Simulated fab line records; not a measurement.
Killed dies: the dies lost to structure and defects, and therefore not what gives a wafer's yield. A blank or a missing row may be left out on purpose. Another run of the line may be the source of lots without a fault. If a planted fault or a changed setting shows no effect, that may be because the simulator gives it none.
Chamber matching :: flow sky130 :: 4 sister chambers for SKY_VIA1_CMP_24 on cmp-01
The step polishes, stops on SiO2, t overpolish 15 s, target thk 0 nm. 8 wafers are shown with their chamber, then 10 later ones without.

== EACH WAFER AND ITS CHAMBER ==
wafer: L081.4
chamber: 2
motor-current-A (A): 12.7
time-to-endpoint-s (s): 67

wafer: L082.4
chamber: 2
motor-current-A (A): 12.2
time-to-endpoint-s (s): 67

wafer: L082.5
chamber: 1
motor-current-A (A): 10.9
time-to-endpoint-s (s): 61

wafer: L084.2
chamber: 3
motor-current-A (A): 10.2
time-to-endpoint-s (s): 61

wafer: L084.5
chamber: 3
motor-current-A (A): 10.4
time-to-endpoint-s (s): 56

wafer: L084.6
chamber: 0
motor-current-A (A): 11.0
time-to-endpoint-s (s): 61

wafer: L085.1
chamber: 1
motor-current-A (A): 10.9
time-to-endpoint-s (s): 65

wafer: L085.4
chamber: 0
motor-current-A (A): 10.0
time-to-endpoint-s (s): 68

== WAFERS WHOSE CHAMBER IS MISSING ==
wafer: L085.5
motor-current-A (A): 10.4
time-to-endpoint-s (s): 60

wafer: L086.2
motor-current-A (A): 9.7
time-to-endpoint-s (s): 61

wafer: L086.3
motor-current-A (A): 11.3
time-to-endpoint-s (s): 69

wafer: L086.4
motor-current-A (A): 10.1
time-to-endpoint-s (s): 67

wafer: L091.1
motor-current-A (A): 10.3
time-to-endpoint-s (s): 62

wafer: L091.2
motor-current-A (A): 12.2
time-to-endpoint-s (s): 69

wafer: L091.5
motor-current-A (A): 10.0
time-to-endpoint-s (s): 66

wafer: L093.3
motor-current-A (A): 11.8
time-to-endpoint-s (s): 64

wafer: L093.5
motor-current-A (A): 10.5
time-to-endpoint-s (s): 68

wafer: L093.6
motor-current-A (A): 10.2
time-to-endpoint-s (s): 60

== CHAMBER TAKEN BY EACH ==
wafer: L085.5
from the rows above: can't be placed: 3 or 0 or 1
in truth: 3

wafer: L086.2
from the rows above: can't be placed: 3 or 0 or 1
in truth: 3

wafer: L086.3
from the rows above: can't be placed: 1 or 0 or 2 or 3
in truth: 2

wafer: L086.4
from the rows above: can't be placed: 0 or 1 or 3
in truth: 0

wafer: L091.1
from the rows above: can't be placed: 0 or 3 or 1
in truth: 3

wafer: L091.2
from the rows above: 2
in truth: 2

wafer: L091.5
from the rows above: can't be placed: 0 or 3 or 1
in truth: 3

wafer: L093.3
from the rows above: can't be placed: 2 or 1 or 0
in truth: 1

wafer: L093.5
from the rows above: can't be placed: 0 or 1 or 3
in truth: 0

wafer: L093.6
from the rows above: can't be placed: 3 or 0 or 1
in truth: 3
Correctly placed: 1 of 10. From these rows, 9 cannot be placed; in 9 the true chamber is one of the candidates. 0 placed wrongly.
How it was worked out, from the rows above alone: a wafer's distance from a chamber is the root of the sum, over the readings, of the square of ((its reading less the chamber's mean) divided by the reading's scatter). The wafer belongs to the nearest chamber; if the next one is less than 2 further off, it can't be placed. For every chamber, the mean is computed from those of its wafers that are shown. The scatter: take each reading less its chamber's mean, square it, sum over the shown wafers, divide by the number of wafers less the number of chambers, and take the root.
